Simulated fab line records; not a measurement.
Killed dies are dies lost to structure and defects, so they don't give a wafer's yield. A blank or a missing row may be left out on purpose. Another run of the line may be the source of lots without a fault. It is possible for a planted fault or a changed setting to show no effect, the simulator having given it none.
Problem report in the 8D (eight disciplines) form, filled by code + flow sky130 + the parts of the form that need people (team, actions taken, sign-off) are left out

1. PROBLEM STATEMENT
Mean of run length s at SKY_SPACER_ETCHBACK_02: 95.2 s across 4 wafers in 3 lots; on wafers with no fault it is 75.0 s (standard deviation 0.43). Measured from the usual mean, that is +47 standard deviations.
The step: etches Si3N4 in CH3F/O2, stops on SiO2, time 46.7 s, target depth 45 nm.
The first sign was on wafer L316.6 at day 27 02:52, on rie diel-01. At this step, 33 wafers from 12 lots have a number in the record. Rule for "out" (also "out of limits"): further than 4 standard deviations from the usual mean. Any other wafer with a number is counted as sound.

2. WHAT IT IS AND WHAT IT IS NOT
| question                    | is                             | is not                                                                                 |
|-----------------------------|--------------------------------|----------------------------------------------------------------------------------------|
| which readings at this step | run length s, oes product au   | drypump motor current A                                                                |
| which lots                  | L316, L317, L321               | L305, L306, L308, L310, L311, L312, L324, L325, L326                                   |
| which wafers of those lots  | L316.6, L317.3, L321.3, L321.6 | L316.5, L317.5                                                                         |
| read on which tools         | rie diel-01                    | rie diel-02, rie diel-04                                                               |
| when                        | from day 27 02:52              | up to then (19 sound wafers); but 10 sound wafers of L317, L324, L325, L326 came after |

3. THE SUSPECTS, EACH WITH WHAT RULES IT OUT
Counting: if a tool at a process step up to the reading ran every lot that is out, it stays a suspect. Sound lots after the first of them don't rule it out here, since some wafers of a struck lot are sound.
- rie diel-01 at SKY_SPACER_ETCHBACK_02 (etches Si3N4 in CH3F/O2, stops on SiO2, time 46.7 s, target depth 45 nm): kept. Ran every lot that is out, first one L316 (day 27 02:52); last sound lot up to then L312 (day 26 12:46). Out on those wafers are its own readings of oes product au, run length s.
The count leaves rie diel-01 at SKY_SPACER_ETCHBACK_02.

4. THE CAUSE (what the simulator had put in)
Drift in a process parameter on rie diel-01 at SKY_SPACER_ETCHBACK_02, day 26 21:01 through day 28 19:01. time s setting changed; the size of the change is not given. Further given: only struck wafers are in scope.
This tool alone remained once counting was done.

5. THE EFFECT CHAIN, in route order
One row per reading whose mean, taken over the struck wafers that have a number, lies over 3 standard deviations from the usual. Only readings for which the record gives a usual standard deviation are gone through. hours: the time from each lot's start at the first step in this table that gives one to its start at this step, as a median over the lots. sigmas: the change in usual standard deviations.
| hours | step                   | reading        | usual      | on struck wafers | change | sigmas |
|-------|------------------------|----------------|------------|------------------|--------|--------|
| 0     | SKY_SPACER_ETCHBACK_02 | oes product au | 0.857 a.u. | 0.714            | -0.143 | -20    |
| 0     | SKY_SPACER_ETCHBACK_02 | run length s   | 75.0 s     | 95.2             | +20.2  | +47    |
| 29    | SKY_POLY_CUT_ETCH_11   | oes product au | 0.827 a.u. | 0.784            | -0.043 | -6.7   |
The process steps in it:
- SKY_SPACER_ETCHBACK_02: etches Si3N4 in CH3F/O2, stops on SiO2, time 46.7 s, target depth 45 nm.
- SKY_POLY_CUT_ETCH_11: etches Si3N4 in CF4/CH2F2/Ar, stops on poly-Si, time 42.5 s, target depth 60 nm.

6. HOW IT WOULD HAVE BEEN CAUGHT EARLIER
First out-of-limits reading in this record: day 27 02:52, which is 6 hours after fault onset at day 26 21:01.
